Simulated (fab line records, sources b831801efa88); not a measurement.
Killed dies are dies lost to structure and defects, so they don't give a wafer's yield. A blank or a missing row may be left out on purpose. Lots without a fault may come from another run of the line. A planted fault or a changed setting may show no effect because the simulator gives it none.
Which tool did it? | flow gf180mcu | 7 lots, 21 wafers sampled, at 2 steps of a route of 602

WHAT THE GAUGES READ, wafer by wafer
GF_VT_IMPLANT_TW_MEAS_32.
lot  | measured     | on            | VT_IMPLANT_3_TW
L181 | day 7 13:20  | film_metro-01 | 270 269 271
L187 | day 9 02:25  | film_metro-04 | 265 267 267
L189 | day 9 18:22  | film_metro-02 | 263 263 261
L191 | day 10 01:32 | film_metro-01 | 269 272 270
L194 | day 11 03:58 | film_metro-01 | 271 272 270
L196 | day 11 14:22 | film_metro-04 | 266 269 267
L200 | day 13 01:01 | film_metro-02 | 263 263 263

WHICH TOOL RAN EACH LOT (tool, then ch and the chambers of the sampled wafers, then the start)
lot  | GF_VT_IMPLANT_IMPLANT_30
L181 | implanter-01 ch 0, day 7 13:06
L187 | implanter-01 ch 0, day 9 02:10
L189 | implanter-01 ch 0, day 9 18:07
L191 | implanter-02 ch 0, day 10 01:17
L194 | implanter-04 ch 0, day 11 03:43
L196 | implanter-04 ch 0, day 11 14:08
L200 | implanter-02 ch 0, day 13 00:46
- GF_VT_IMPLANT_IMPLANT_30

THE ANSWER, worked out from the rows above alone
Rule: what is usual is taken from the lots themselves. Put in order of their means at a reading, lots are off if they are a third of the lots or fewer, leave a main group of 4 or more, and stand apart from it by a gap of 3 or more times the standard deviation of the main group's means; of several such gaps the widest counts. A main group whose means are all the same, to the digits that the tables above print for the reading, isn't used. A lot without any number at a reading at which 4 lots or more have one is off too. The other lots that the step has rows for count as sound.
No lot is off at any reading shown: from this, nothing can be told.

WHAT THE SIMULATOR HAD PUT IN
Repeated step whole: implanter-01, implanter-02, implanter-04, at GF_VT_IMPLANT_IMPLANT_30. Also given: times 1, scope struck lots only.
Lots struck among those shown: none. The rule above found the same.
